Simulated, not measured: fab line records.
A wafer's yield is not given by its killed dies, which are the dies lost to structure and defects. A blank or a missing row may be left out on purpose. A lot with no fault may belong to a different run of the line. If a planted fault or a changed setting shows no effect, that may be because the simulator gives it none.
Which tool is to blame? -- flow sky130 -- 14 lots, 42 wafers sampled, at 4 steps of a route of 708

== WHAT THE GAUGES SHOWED, per wafer ==
SKY_NWELL_OVL_MEAS_10. Usual: for NWELL_00_OVL the level is 0.0 nm and the standard deviation is 1.5.
lot,measured,on,NWELL_00_OVL (nm),flag
L851,day 4 09:51,overlay-01,-1.8 -1.5 -2.2,
L852,day 4 15:02,overlay-02,0.0 -0.2 -0.6,
L853,day 4 22:44,overlay-01,0.3 1.2 1.5,
L855,day 6 04:50,overlay-01,-1.9 -1.6 -1.8,
L858,day 6 21:56,overlay-01,-1.8 -0.6 -1.5,
L859,day 6 22:11,overlay-01,-1.4 -1.2 -1.1,
L861,day 7 03:14,overlay-02,0.8 2.0 0.3,
L862,day 7 03:57,overlay-02,1.6 2.2 2.0,
L867,day 8 12:49,overlay-01,0.1 -1.6 0.4,
L868,day 8 17:50,overlay-02,-1.3 1.1 1.3,
L871,day 9 11:41,overlay-02,-1.7 -0.3 -1.3,
L872,day 9 23:50,overlay-01,0.2 -0.5 1.0,
L873,day 10 03:43,overlay-01,-1.0 -1.0 1.2,
L874,day 10 05:21,overlay-01,1.3 1.4 2.4,

SKY_NWELL_OVL_MEAS_23. Usual: for NWELL_01_OVL the level is 0.1 nm and the standard deviation is 1.1.
lot,measured,on,NWELL_01_OVL (nm),flag
L851,day 5 03:47,overlay-02,0.6 0.2 0.1,
L852,day 5 09:40,overlay-02,0.0 0.7 -0.3,
L853,day 5 18:26,overlay-02,-1.7 0.9 -0.9,
L855,day 7 01:11,overlay-02,2.1 2.1 2.9,
L858,day 7 17:41,overlay-01,-0.5 -0.4 -2.0,
L859,day 7 18:17,overlay-01,-0.6 -0.2 0.2,
L861,day 7 23:44,overlay-02,-0.7 -2.0 -0.5,
L862,day 8 00:24,overlay-01,1.6 1.1 1.1,
L867,day 9 12:23,overlay-01,0.4 1.0 1.3,
L868,day 9 17:29,overlay-01,2.2 3.1 2.0,
L871,day 10 09:53,overlay-02,0.2 -0.5 0.0,
L872,day 10 23:36,overlay-01,0.2 -0.5 -0.7,
L873,day 11 03:49,overlay-02,0.3 -0.1 0.1,
L874,day 11 05:09,overlay-01,-0.4 -1.2 -1.3,

SKY_VT_ADJUST_PCH_OVL_MEAS_07. Usual: for VT_ADJUST_PCH_OVL the level is 0.4 nm and the standard deviation is 1.2.
lot,measured,on,VT_ADJUST_PCH_OVL (nm),flag
L851,day 10 10:14,overlay-02,0.2 0.9 0.0,
L852,day 10 17:02,overlay-02,-0.5 -0.3 -0.8,
L853,day 11 03:08,overlay-01,0.2 -0.1 1.9,
L855,day 12 18:05,overlay-02,0.1 1.1 1.2,
L858,day 13 14:53,overlay-02,0.5 0.9 -0.5,
L859,day 13 15:56,overlay-02,-0.2 -1.5 0.6,
L861,day 13 21:38,overlay-01,-0.3 -0.5 -1.3,
L862,day 13 22:59,overlay-02,-0.7 0.3 2.1,
L867,day 15 21:20,overlay-01,0.0 -2.5 -1.5,
L868,day 16 04:23,overlay-02,1.9 2.1 2.3,
L871,day 16 22:47,overlay-01,1.0 3.2 1.4,
L872,day 17 16:30,overlay-01,-0.2 -0.7 -0.1,
L873,day 17 21:07,overlay-02,1.4 2.7 3.4,
L874,day 18 00:38,overlay-01,-0.1 1.2 -1.0,

== WHICH TOOL RAN EACH LOT (tool, then ch and the chambers of the sampled wafers, then the start) ==
lot,SKY_VT_ADJUST_LVTN_IMPLANT_19
L851,"implanter-01 ch 0, day 7 16:31"
L852,"implanter-03 ch 0, day 7 22:01"
L853,"implanter-02 ch 0, day 8 07:26"
L855,"implanter-01 ch 0, day 9 16:54"
L858,"implanter-03 ch 0, day 10 11:28"
L859,"implanter-03 ch 0, day 10 12:06"
L861,"implanter-03 ch 0, day 10 17:59"
L862,"implanter-03 ch 0, day 10 18:28"
L867,"implanter-01 ch 0, day 12 12:31"
L868,"implanter-01 ch 0, day 12 19:40"
L871,"implanter-02 ch 0, day 13 13:34"
L872,"implanter-02 ch 0, day 14 05:41"
L873,"implanter-02 ch 0, day 14 09:58"
L874,"implanter-02 ch 0, day 14 11:56"
- SKY_VT_ADJUST_LVTN_IMPLANT_19

== WHAT THE TOOLS THEMSELVES READ (means of the sampled wafers that have a number; where no wafer has one, the mark that the record gives instead) ==
SKY_VT_ADJUST_LVTN_IMPLANT_19. Usual: beamEnergyKeV at 29.999, with a standard deviation of 0.0086.
lot,tool,beamEnergyKeV,flag
L851,implanter-01,29.998,
L852,implanter-03,29.995,
L853,implanter-02,30.010,
L855,implanter-01,29.997,
L858,implanter-03,30.001,
L859,implanter-03,30.011,
L861,implanter-03,30.500,OFF
L862,implanter-03,30.494,OFF
L867,implanter-01,29.998,
L868,implanter-01,30.000,
L871,implanter-02,29.997,
L872,implanter-02,29.997,
L873,implanter-02,29.983,
L874,implanter-02,30.004,

== THE ANSWER, worked out from the rows above alone ==
Rule: lot off if the mean of its wafers having a number is beyond 3 standard deviations from the usual mean. Also off: a lot with no number at a reading for which 4 or more lots have one. All remaining lots with rows at the step are treated as sound. After the gauges, taken in route order, come the tools' own readings; for these a lot's mean is taken, as printed above. The first step at which some lot is off is used, and at that step the reading that is off furthest; a lot without a number counts as furthest.
Off: L861, L862 (SKY_VT_ADJUST_LVTN_IMPLANT_19, beamEnergyKeV).
If a tool, at that step or one of the process steps before it, ran each lot that is off and ran no sound lot following the first of them, it fits. One fits: SKY_VT_ADJUST_LVTN_IMPLANT_19 on implanter-03. A fault onset in the window from L859 (day 10 12:06, its last sound lot) to L861 (day 10 17:59, its first lot off) fits.
On the lots that are off, the tool's own readings at SKY_VT_ADJUST_LVTN_IMPLANT_19 differ by more than 5 times the standard deviation of the sound lots' means, which bears it out; beamEnergyKeV reads 30.497 there versus 29.999 on the sound lots.

== WHAT WAS PUT IN BY THE SIMULATOR ==
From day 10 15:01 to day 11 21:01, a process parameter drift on implanter-03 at SKY_VT_ADJUST_LVTN_IMPLANT_19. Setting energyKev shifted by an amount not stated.
Struck lots among those shown: L861, L862. The rule above reached the same finding.
